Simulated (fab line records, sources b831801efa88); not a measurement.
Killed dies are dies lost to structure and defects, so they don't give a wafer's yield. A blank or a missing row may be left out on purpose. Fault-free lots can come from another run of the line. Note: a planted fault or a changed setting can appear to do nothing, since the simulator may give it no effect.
Problem report in the 8D (eight disciplines) form, filled by code || flow gf180mcu || the parts of the form that need people (team, actions taken, sign-off) are left out

== 1. THE ISSUE ==
Across 6 wafers from 2 lots, M3_OVL at GF_M3_OVL_MEAS_15 averages 86 nm, while fault-free wafers read 0 nm with a standard deviation of 5.2. That is +17 standard deviations from the usual mean.
First observed at day 27 13:52: wafer L735.2, on overlay-01. Wafers with a number at this step in the record: 39, from 13 lots. The rule behind "out" and "out of limits": a value lying over 4 standard deviations away from the usual mean. The other wafers with a number count as sound.

== 2. WHAT IT IS AND WHAT IT IS NOT ==
{"question": "which readings at this step", "is": "M3_OVL", "is not": "-"}
{"question": "which lots", "is": "L735, L736", "is not": "L717, L719, L720, L721, L722, L723, L724, L725, L738, L739, L740"}
{"question": "which wafers of those lots", "is": "all that have a number", "is not": "-"}
{"question": "read on which gauges", "is": "overlay-01", "is not": "overlay-02"}
{"question": "when", "is": "from day 27 13:52", "is not": "up to then (24 sound wafers); but 9 sound wafers of L738, L739, L740 came after"}

== 3. WHAT RULES OUT EACH SUSPECT ==
Counting: any tool at a process step up to the reading is kept as a suspect provided that every lot that is out went through it and no sound lot did after the first of them.
- the gauge at GF_M3_OVL_MEAS_15: kept. All the wafers that are out were read on overlay-01, and no step on other tools shows them out.
- krf-scanner-02 at GF_M3_EXPOSE_11 (exposes mask Metal3, target cd 280 nm): kept. It processed each lot that is out, first L735 at day 27 03:57, and no sound lot thereafter; up to then, the last sound lot it processed was L725 at day 24 02:08.
The count leaves overlay-01 at GF_M3_OVL_MEAS_15 and krf-scanner-02 at GF_M3_EXPOSE_11.

== 4. THE CAUSE (what the simulator had put in) ==
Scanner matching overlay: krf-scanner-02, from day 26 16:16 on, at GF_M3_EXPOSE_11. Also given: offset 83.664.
Counting left 2 suspects, and this tool is among them.

== 5. THE EFFECT CHAIN, in route order ==
Each row: a reading where the mean over the struck wafers with a number is more than 3 standard deviations away from the usual. Scope: only readings with a usual standard deviation given in the record; hours: median across lots of the time from each lot's start at the first step in this table that gives one to its start at this step; sigmas: change in usual standard deviations.
{"hours": 0, "step": "GF_M3_OVL_MEAS_15", "reading": "M3_OVL", "usual": "0 nm", "on struck wafers": 86, "change": "+86", "sigmas": "+17"}

== 6. WHAT WOULD HAVE CAUGHT IT SOONER ==
In this record the first reading out of limits at a measuring or inspecting step was taken at day 27 13:52, 22 hours after the fault began at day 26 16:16.
No tool reading at GF_M3_EXPOSE_11 that has a usual standard deviation in the record was out on any struck wafer, so an alarm limit of 4 standard deviations on those readings would not have fired.
Each of the lots that are out, 2 in all, had begun GF_M3_EXPOSE_11 on krf-scanner-02 no later than day 27 13:52. None of them would have been spared by holding the tool at that moment.
